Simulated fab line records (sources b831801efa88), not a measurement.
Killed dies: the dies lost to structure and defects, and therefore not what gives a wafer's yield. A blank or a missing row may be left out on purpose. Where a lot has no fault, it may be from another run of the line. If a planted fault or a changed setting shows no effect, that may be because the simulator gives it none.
One fault seen from 2 desks + flow gf180mcu + what lay behind the numbers comes last; until then each desk has only its own

== FROM THE METROLOGY DESK ==
Lot by lot, what the gauges showed, no matter which tool ran the lot: averages of those sampled wafers that carry a number. Any lot whose mean is over 4 standard deviations away from the usual mean is out of limits and marked OUT; that distance is given in the brackets.
Columns: A = cd_nm at GF_M3_CD_MEAS_14, usual 279.6 nm; B = V3_CVD_02_THK at GF_V3_THK_MEAS_03, usual 853 nm
| lot  | first seen here | A     | B   |
|------|-----------------|-------|-----|
| L114 | day 21 08:38    | 279.4 | 858 |
| L115 | day 21 20:56    | 280.8 | 855 |
| L117 | day 22 17:47    | 278.5 | 853 |
| L118 | day 22 18:54    | 279.8 | 852 |
| L120 | day 23 11:16    | 279.8 | 860 |
| L127 | day 26 02:34    | 282.6 | 851 |
| L128 | day 26 20:42    | 280.9 | 848 |
| L131 | day 28 01:56    | 278.2 | 854 |
| L133 | day 28 17:56    | 278.8 | 846 |
| L135 | day 29 04:01    | 279.1 | 840 |
| L136 | day 29 04:23    | 280.1 | 870 |
This desk found nothing out of limits on any of the 11 lots.

== TOOL OWNER'S DESK, rie_metal-03 ==
The tool's own readings at GF_M5_METAL_ETCH_10 (etches the open film in Cl2/BCl3, stops on SiO2, target depth 750.8 nm, time 125.1 s): means of the sampled wafers that have a number, for each lot that ran on this tool. Any lot whose mean is over 4 standard deviations away from the usual mean is out of limits and marked OUT; that distance is given in the brackets.
Columns: A = drypump_motor_current_A at GF_M5_METAL_ETCH_10, usual 5.8 A; B = oes_product_au at GF_M5_METAL_ETCH_10, usual 0.992 a.u.; C = run_length_s at GF_M5_METAL_ETCH_10, usual 153.5 s; D = throttle_valve_pct at GF_M5_METAL_ETCH_10, usual 28.227 %
| lot  | first seen here | A   | B                | C               | D      |
|------|-----------------|-----|------------------|-----------------|--------|
| L120 | day 28 02:47    | 5.5 | 0.992            | 153.4           | 28.233 |
| L128 | day 31 03:33    | 5.5 | 0.986            | 153.0           | 28.239 |
| L131 | day 32 02:38    | 5.5 | 0.968 (-4.4) OUT | 158.6 (+12) OUT | 28.237 |
Finding of this desk: L131 out of limits; the first was L131 at day 32 02:38, on oes_product_au at GF_M5_METAL_ETCH_10. In limits: L120, L128.

== BROUGHT TOGETHER ==
At day 32 02:38, on L131, the tool owner's desk was in a position to raise an alarm.
From the metrology desk's view, nothing was out of limits.
The metrology desk holds a record of L131, inside its limits.
The lots listed all ran GF_M5_METAL_ETCH_10 on rie_metal-03.

== WHAT WAS PUT IN BY THE SIMULATOR ==
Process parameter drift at GF_M5_METAL_ETCH_10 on rie_metal-03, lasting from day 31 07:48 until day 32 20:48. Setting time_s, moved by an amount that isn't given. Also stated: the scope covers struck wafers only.
Lots struck among those shown: L131.
How many hours passed from the start of the fault until each desk's first out-of-limits reading: the tool owner's desk, 19.
